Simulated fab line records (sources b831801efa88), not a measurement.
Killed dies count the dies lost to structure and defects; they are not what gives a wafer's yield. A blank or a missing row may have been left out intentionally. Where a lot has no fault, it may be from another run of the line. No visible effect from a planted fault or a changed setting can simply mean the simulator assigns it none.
Matching of chambers + flow gf180mcu + GF_V1_CVD_00 on hdpcvd-02 has 3 sister chambers
The step deposits SiO2, target thk 600 nm, time 100 s. 3 wafers are shown with their chamber, then 7 later ones without.

EACH WAFER AND ITS CHAMBER
| wafer  | chamber | pressure-mtorr (mTorr) |
|--------|---------|------------------------|
| L475.5 | 1       | 6.011                  |
| L478.1 | 2       | 5.990                  |
| L478.2 | 0       | 6.000                  |

WAFERS MISSING THEIR CHAMBER
| wafer  | pressure-mtorr (mTorr) |
|--------|------------------------|
| L478.6 | 6.023                  |
| L480.2 | 6.008                  |
| L480.3 | 5.978                  |
| L480.4 | 5.993                  |
| L481.1 | 6.004                  |
| L481.5 | 5.983                  |
| L481.6 | 6.008                  |

CHAMBER TAKEN BY EACH
| wafer  | from the rows above          | in truth |
|--------|------------------------------|----------|
| L478.6 | can't be placed: 1 or 0      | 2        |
| L480.2 | can't be placed: 1 or 0      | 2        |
| L480.3 | can't be placed: 2 or 0      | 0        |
| L480.4 | can't be placed: 2 or 0      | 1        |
| L481.1 | can't be placed: 0 or 1 or 2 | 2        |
| L481.5 | can't be placed: 2 or 0      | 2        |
| L481.6 | can't be placed: 1 or 0      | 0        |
Correctly placed: 0 of 7. From these rows, 7 cannot be placed; in 4 the true chamber is one of the candidates. Placed wrongly: 0.
How it was worked out, from the rows above alone: a wafer's distance from a chamber is the root of the sum, over the readings, of the square of ((its reading less the chamber's mean) divided by the reading's scatter). If the next closest chamber is less than 2 further off than the closest, the wafer can't be placed; otherwise it belongs to the closest. The mean given for a chamber averages the wafers shown for that chamber. The scatter (one wafer shown for each chamber): square how far every hidden wafer sits from the nearest shown wafer, average those squares and take the square root.
